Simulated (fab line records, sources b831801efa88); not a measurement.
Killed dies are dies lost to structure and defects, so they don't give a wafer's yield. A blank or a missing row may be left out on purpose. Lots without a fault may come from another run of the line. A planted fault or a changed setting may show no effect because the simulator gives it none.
One fault seen from 2 desks | flow gf180mcu | each desk has only its own numbers; what lay behind them comes last

THE TOOL OWNER'S DESK: rie_diel-02
The tool's own readings at GF_STI_ETCH_13 (etches the open film in CHF3/O2, stops on Si, target depth 282.31 nm, time 112.9 s): means of the sampled wafers that have a number, for each lot that ran on this tool. A lot is out of limits, marked OUT, if its mean lies more than 4 standard deviations from the usual mean; the brackets give that distance.
Columns: A = drypump_motor_current_A at GF_STI_ETCH_13, usual 5.6 A; B = oes_product_au at GF_STI_ETCH_13, usual 0.831 a.u.; C = throttle_valve_pct at GF_STI_ETCH_13, usual 8.809 %
lot  | first seen here | A   | B                | C
L486 | day 4 01:08     | 5.7 | 0.801 (-4.9) OUT | 8.810
This desk's finding: out of limits on L486; first on L486, day 4 01:08 (oes_product_au at GF_STI_ETCH_13). In limits: none.

THE METROLOGY DESK
What the gauges read, lot by lot, whatever tool the lot ran on: means of the sampled wafers that have a number. A lot is out of limits, marked OUT, if its mean lies more than 4 standard deviations from the usual mean; the brackets give that distance.
Columns: A = DNWELL_TW at GF_DNWELL_TW_MEAS_09, usual 1348; B = MVPSD_OVL at GF_MVPSD_OVL_MEAS_07, usual -0.6 nm; C = cd_nm at GF_HV_LDD_CD_MEAS_07, usual 399.4 nm
lot  | first seen here | A    | B    | C
L477 | day 2 21:08     | 1351 | 2.3  | 400.7
L478 | day 3 00:14     | 1352 | -1.2 | 401.1
L481 | day 3 14:46     | 1321 | -1.2 | 397.0
L485 | day 4 14:51     | 1320 | 0.3  | 397.0
L486 | day 4 23:38     | 1357 | -0.7 | 400.0
L489 | day 5 11:35     | 1351 | -1.3 | 394.9
L491 | day 5 23:05     | 1340 | 0.3  | 399.7
L492 | day 6 04:47     | 1368 | -0.4 | 399.4
L494 | day 6 13:22     | 1341 | -0.5 | 401.0
L496 | day 6 23:02     | 1342 | -1.4 | 399.7
L498 | day 7 11:57     | 1346 | -1.1 | 400.7
L499 | day 7 16:25     | 1329 | 1.0  | 398.0
L500 | day 7 23:23     | 1365 | -2.2 | 398.0
This desk's finding: nothing out of limits on any of the 13 lots.

PUT TOGETHER
The tool owner's desk could have raised an alarm at day 4 01:08, on L486.
The metrology desk saw nothing out of limits.
The metrology desk has L486 on record, within its limits.
Of the lots named, all ran GF_STI_ETCH_13 on rie_diel-02.

WHAT THE SIMULATOR HAD PUT IN
Process parameter drift: rie_diel-02, from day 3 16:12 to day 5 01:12, at GF_STI_ETCH_13. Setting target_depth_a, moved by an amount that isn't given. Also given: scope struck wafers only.
Lots struck among those shown: L486.
Hours from the fault's start to each desk's first reading out of limits: the tool owner's desk, 9.
